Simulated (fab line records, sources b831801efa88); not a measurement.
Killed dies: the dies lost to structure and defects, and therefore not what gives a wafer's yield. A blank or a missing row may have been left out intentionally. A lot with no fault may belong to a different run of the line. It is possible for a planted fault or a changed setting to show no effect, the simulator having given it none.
Matching of chambers -- flow sky130 -- rie-diel-04 running SKY_VIA1_ETCH_15: 4 sister chambers
The step etches SiO2 in C4F8/O2/Ar, stops on TiN, target depth 351 nm, time 54 s. 8 wafers are shown with their chamber, then 8 later ones without.

WAFERS WITH THEIR CHAMBER
wafer,chamber,oes-product-au (a.u.)
L702.1,0,0.984
L711.6,3,0.978
L712.3,1,0.975
L712.5,1,0.978
L714.2,0,0.984
L714.3,2,0.979
L714.5,2,0.983
L719.1,3,0.969

WAFERS WHOSE CHAMBER IS MISSING
wafer,oes-product-au (a.u.)
L719.4,0.989
L719.5,0.991
L720.3,0.985
L720.4,0.990
L720.6,0.976
L723.2,0.992
L723.5,0.981
L723.6,0.984

THE CHAMBER EACH PASSED THROUGH
wafer,from the rows above,in truth
L719.4,can't be placed: 0 or 2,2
L719.5,can't be placed: 0 or 2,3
L720.3,can't be placed: 0 or 2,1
L720.4,can't be placed: 0 or 2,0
L720.6,can't be placed: 1 or 3 or 2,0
L723.2,can't be placed: 0 or 2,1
L723.5,can't be placed: 2 or 0 or 1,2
L723.6,can't be placed: 0 or 2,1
0 of 8 placed correctly. Can't be placed from these rows: 8 (the true chamber is among the candidates in 3). 0 placed wrongly.
How it was worked out, from the rows above alone: a wafer's distance from a chamber is the root of the sum, over the readings, of the square of ((its reading less the chamber's mean) divided by the reading's scatter). If the next closest chamber is less than 2 further off than the closest, the wafer can't be placed; otherwise it belongs to the closest. Each chamber's mean is taken over the wafers shown for it. The scatter: the root of (the sum of the squares of (reading less its chamber's mean) over the shown wafers, divided by (wafers less chambers)).
